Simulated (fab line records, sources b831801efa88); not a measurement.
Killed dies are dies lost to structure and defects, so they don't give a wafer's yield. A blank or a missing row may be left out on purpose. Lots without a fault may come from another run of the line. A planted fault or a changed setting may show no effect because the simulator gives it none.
Chamber matching | flow gf180mcu | GF_CONTACT_CVD_02 on pecvd-03: 3 sister chambers
The step deposits SiO2 from TEOS, target thk 860 nm, time 95.992 s. 3 wafers are shown with their chamber, then 7 later ones without.

WAFERS WITH THEIR CHAMBER
wafer  | chamber | heater_power_outer_w (W)
L369.4 | 2       | 327
L373.2 | 0       | 397
L373.3 | 1       | 331

WAFERS WITHOUT THEIR CHAMBER
wafer  | heater_power_outer_w (W)
L373.6 | 438
L374.1 | 344
L374.2 | 456
L374.3 | 368
L375.4 | 345
L375.5 | 358
L375.6 | 459

WHICH CHAMBER EACH WENT THROUGH
wafer  | from the rows above          | in truth
L373.6 | can't be placed: 0 or 1 or 2 | 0
L374.1 | can't be placed: 1 or 2 or 0 | 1
L374.2 | can't be placed: 0 or 1 or 2 | 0
L374.3 | can't be placed: 0 or 1 or 2 | 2
L375.4 | can't be placed: 1 or 2 or 0 | 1
L375.5 | can't be placed: 1 or 2 or 0 | 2
L375.6 | can't be placed: 0 or 1 or 2 | 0
Placed correctly: 0 of 7. Can't be placed from these rows: 7 (the true chamber is among the candidates in 7). Placed wrongly: 0.
How it was worked out, from the rows above alone: a wafer's distance from a chamber is the root of the sum, over the readings, of the square of ((its reading less the chamber's mean) divided by the reading's scatter). The wafer belongs to the nearest chamber; if the next one is less than 2 further off, it can't be placed. A chamber's mean is the mean of its shown wafers. The scatter: with one shown wafer a chamber, the root of the mean of the squares of how far each hidden wafer lies from its nearest shown one.
